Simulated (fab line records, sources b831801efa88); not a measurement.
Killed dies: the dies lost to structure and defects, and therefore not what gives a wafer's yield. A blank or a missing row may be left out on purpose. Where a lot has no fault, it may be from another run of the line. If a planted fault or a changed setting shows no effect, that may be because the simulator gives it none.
Comparing a struck lot with a sound one + flow sky130 + 21 steps out of a route of 708
Sound: the wafers L575.2, L575.3, L575.5. The struck wafers were L582.1, L582.4, L582.6. The cause comes at the end.
Each step with rows lists, per side, the tool, then ch with its chambers, then its first start. Under that, the readings that differ: sound wafers + struck wafers + difference of the means + sigmas: that difference in standard deviations of wafers without a fault.
alike: words and numbers the same on both sides, and readings whose means are apart by under 2 such deviations; not compared: readings that were withheld, readings missing a value for some wafer, numbers with overlapping values and no deviation given by the record, and bounds like >300 which may hide the same value.
The two part at a step that has a row with sigmas, a row that says differs or no value, or rows on one side only. Non-overlapping numbers with no deviation appear without sigmas and do not part them. A reading missing from all wafers of one side parts the sides only when that side holds two or more wafers.

SKY_METAL5_DESCUM_14: chemistry O2, time 11 s.
  sound on rie metal-04 ch 0, day 44 05:40; struck on rie metal-03 ch 0,1, day 46 13:22
| reading                     | sound       | struck      | difference | sigmas |
|-----------------------------|-------------|-------------|------------|--------|
| drypump motor current A (A) | 5.1 5.1 5.1 | 6.3 6.3 5.7 | +1.0       | +3     |
  alike: oes product au, temp c
  not compared: rf hours counter h
SKY_METAL5_METAL_ETCH_15: etches the open film in Cl2/BCl3, stops on SiO2, target depth 1260 nm, time 252 s.
  sound on rie metal-04 ch 0, day 44 05:47; struck on rie metal-03 ch 0,1, day 46 13:25
| reading                     | sound       | struck      | difference | sigmas |
|-----------------------------|-------------|-------------|------------|--------|
| drypump motor current A (A) | 5.1 5.1 5.1 | 6.3 6.3 5.7 | +1.0       | +3     |
  alike: oes product au, throttle valve pct
  not compared: rf hours counter h
SKY_METAL5_STRIP_16: strips in O2/N2.
  sound on plasma asher-03 ch 1, day 44 06:11; struck on plasma asher-03 ch 0,1, day 46 13:38
  alike: drypump motor current A, oes product au, strip time to endpoint s
  not compared: rf hours counter h
then, 3 steps without rows for these wafers: SKY_METAL5_STRIP_17 (strips in post etch residue remover, time 1200 s); SKY_METAL5_CLEAN_18 (cleans in IPA, time 180 s); SKY_METAL5_CLEAN_19 (cleans in O3/DIW).
SKY_PASSIVATION_CVD_00: deposits SiO2, target thk 90 nm.
  sound on pecvd-03 ch 0,1, day 44 06:46; struck on pecvd-03 ch 1,2, day 46 14:16
  alike: heater power outer w, heater power w, susceptor temp C
SKY_PASSIVATION_THK_MEAS_01:
  sound on film metro-02 at day 44 06:49; struck on film metro-04 at day 46 14:17
  alike: PASSIVATION_CVD_00_THK
SKY_PASSIVATION_CVD_02: deposits Si3N4, target thk 540 nm.
  sound on pecvd-01 ch 0,1, day 44 06:52; struck on pecvd-01 ch 2, day 46 14:20
  alike: heater power w, susceptor temp C
SKY_PASSIVATION_THK_MEAS_03:
  sound on film metro-03 at day 44 07:05; struck on film metro-03 at day 46 14:41
  alike: PASSIVATION_CVD_02_THK
then, 2 steps without rows for these wafers: SKY_PASSIVATION_DEHYDRATE_04 (time 60 s); SKY_PASSIVATION_HMDS_05 (prime time 60 s).
SKY_PASSIVATION_COAT_06: resist thk 3000 nm.
  sound on litho track-02 ch 0, day 44 17:22; struck on litho track-01 ch 0, day 47 00:16
| reading                                       | sound                | struck               | difference | sigmas      |
|-----------------------------------------------|----------------------|----------------------|------------|-------------|
| spin speed rpm (rpm)                          | 1999.3 1999.6 1999.3 | 2238.2 2239.0 2237.0 | +238.7     | +99 or more |
| model.coat_of_PASSIVATION_COAT_06.thk nm (nm) | 3005 3000 3000       | 2838 2837 2840       | -163       |             |
then, 4 steps without rows for these wafers: SKY_PASSIVATION_SOFTBAKE_07; SKY_PASSIVATION_EXPOSE_08 (exposes mask NSM, target cd 3000 nm); SKY_PASSIVATION_PEB_09; SKY_PASSIVATION_DEVELOP_10 (develop time 60 s).
SKY_PASSIVATION_ETCH_11: etches the open film in CF4/O2, stops on AlCu, target depth 725 nm, time 161.1 s.
  sound on rie diel-01 ch 0,1,2, day 45 04:04; struck on rie diel-04 ch 1,2,3, day 47 10:21
| reading                                       | sound          | struck         | difference | sigmas |
|-----------------------------------------------|----------------|----------------|------------|--------|
| model.coat_of_PASSIVATION_COAT_06.thk nm (nm) | 2526 2518 2514 | 2358 2349 2347 | -168       |        |
| model.PASSIVATION.cd nm (nm)                  | 2992 2997 2989 | 3022 3016 3013 | +24        |        |
  alike: drypump motor current A, oes product au, throttle valve pct
  not compared: rf hours counter h
SKY_PASSIVATION_STRIP_12: strips in O2/N2.
  sound on plasma asher-04 ch 0,1, day 45 04:10; struck on plasma asher-03 ch 0,1, day 47 10:28
| reading                      | sound             | struck            | difference | sigmas |
|------------------------------|-------------------|-------------------|------------|--------|
| strip time to endpoint s (s) | 31.63 31.55 31.50 | 29.67 29.59 29.57 | -1.95      | -12    |
  alike: drypump motor current A, oes product au
  not compared: rf hours counter h
then, 1 step without rows for these wafers: SKY_PAD_OPEN_DEHYDRATE_00 (time 60 s).
SKY_PAD_OPEN_PROBE_99:
  record: rows for the struck wafers here (prober-02, day 48 08:10), none for the sound ones

== WHERE THEY PART ==
At SKY_METAL5_DESCUM_14 first; at SKY_PAD_OPEN_PROBE_99 last (within this record only).

WHY: the cause the simulator had injected
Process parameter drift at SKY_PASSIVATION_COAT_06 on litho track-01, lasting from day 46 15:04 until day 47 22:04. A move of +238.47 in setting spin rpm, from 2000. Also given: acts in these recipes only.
